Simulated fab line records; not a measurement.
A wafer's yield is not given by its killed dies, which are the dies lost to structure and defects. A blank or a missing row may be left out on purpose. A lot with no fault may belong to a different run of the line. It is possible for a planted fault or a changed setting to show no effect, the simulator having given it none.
Struck lot and sound lot, side by side | flow sky130 | 15 out of 708 route steps
Sound: the wafers L168.1, L168.5, L168.6. Struck: wafer L180.1 (L180.4, L180.5, from the same lot, were not struck and are left out); the cause is given at the end.
Each step with rows lists, per side, the tool, then ch with its chambers, then its first start. Under that, the readings that differ: sound wafers | struck wafers | difference of the means | sigmas: that difference in standard deviations of wafers without a fault.
alike: words and numbers the same on both sides, and readings whose means are apart by under 2 such deviations; not compared: readings that were withheld, readings missing a value for some wafer, numbers with overlapping values and no deviation given by the record, and bounds like >300 which may hide the same value.
A row with sigmas, a row that says differs or no value, or rows on one side alone: a step with any of these is where the two part. Numbers that have no deviation but don't overlap get no sigmas and don't part them. A reading that every wafer of one side lacks parts them only if that side has two wafers or more.

SKY_SD_N_OVL_MEAS_08:
  struck on overlay-02, day 32 02:47; sound on overlay-01, day 28 23:53
  reading       | sound         | struck | difference | sigmas
  SD_N_OVL (nm) | 2.6 -1.9 -0.1 | -3.2   | -3.4       | -2
then, 2 steps without rows for these wafers: SKY_SD_N_IMPLANT_09; SKY_SD_N_IMPLANT_10.
SKY_SD_N_STRIP_11: strips in O2/N2.
  sound on plasma asher-04 ch 0,1, day 29 00:13; struck on plasma asher-01 ch 1, day 32 03:08
  alike: drypump motor current A, oes product au, strip time to endpoint s
  not compared: rf hours counter h
SKY_SD_N_TW_MEAS_12:
  struck on film metro-04, day 32 03:14; sound on film metro-02, day 29 00:19
  alike: SD_N_TW
then, 1 step without rows for these wafers: SKY_SD_N_CLEAN_13 (cleans in SC1/SC2, time 150 s).
SKY_SD_N_RTA_14: time 2 s.
  sound on rtp anneal-01 ch 0, day 29 00:26; struck on rtp anneal-01 ch 0, day 32 03:20
  reading            | sound             | struck | difference | sigmas
  lamp power pct (%) | 15.76 15.70 15.78 | 15.88  | +0.13      | +2
  alike: wafer_temp_C_max
SKY_SD_N_RS_MEAS_16: uses a four-point probe to measure.
  struck on film metro-04, day 32 03:31; sound on film metro-03, day 29 00:37
  alike: SD_N_RS
SKY_SD_N_RS_MEAS_17: uses a four-point probe to measure.
  struck on film metro-04, day 32 03:38; sound on film metro-03, day 29 00:44
  alike: SD_P_RS
SKY_SD_N_RS_MEAS_18: uses a four-point probe to measure.
  struck on film metro-04, day 32 03:45; sound on film metro-03, day 29 00:51
  alike: RES_XHIGH_RS
then, 1 step without rows for these wafers: SKY_SALICIDE_CLEAN_00 (cleans in HF-last, time 30 s).
SKY_LI_CONTACT_HDPCVD_00: deposits PSG, target thk 930 nm, time 155 s.
  sound on hdpcvd-01 ch 0,1,2, day 29 00:59; struck on hdpcvd-01 ch 2, day 32 03:53
  reading                                       | sound             | struck | difference | sigmas
  model.PSG_of_LI_CONTACT_HDPCVD_00.thk nm (nm) | 943.8 943.7 952.1 | 1259   | +312       |
  alike: susceptor temp C
SKY_LI_CONTACT_THK_MEAS_01:
  struck on film metro-02, day 32 03:59; sound on film metro-02, day 29 01:05
  reading                    | sound       | struck | difference | sigmas
  LI_CONTACT_HDPCVD_THK (nm) | 944 943 951 | 1260   | +314       | +31
SKY_LI_CONTACT_CMP_02: polishes PSG.
  sound on cmp-02 ch 1,2,3, day 29 01:15; struck on cmp-01 ch 1, day 32 05:22
  reading                 | sound             | struck | difference | sigmas
  edge zone pressure frac | 0.998 0.996 1.005 | 0.988  | -0.012     | -2
  time to endpoint s (s)  | 28.4 29.9 37.6    | 62.0   | +30.0      | +12
  alike: motor current A, slurry flow ml min
SKY_LI_CONTACT_BOW_MEAS_03:
  struck on film metro-04, day 32 05:40; sound on film metro-02, day 29 01:27
  alike: LI_CONTACT_BOW

## WHERE THEY PART
First at SKY_SD_N_OVL_MEAS_08; last, within this record, at SKY_LI_CONTACT_CMP_02. Later steps at which nothing parts them and some readings are alike: SKY_LI_CONTACT_BOW_MEAS_03.

WHY: what the simulator had put in
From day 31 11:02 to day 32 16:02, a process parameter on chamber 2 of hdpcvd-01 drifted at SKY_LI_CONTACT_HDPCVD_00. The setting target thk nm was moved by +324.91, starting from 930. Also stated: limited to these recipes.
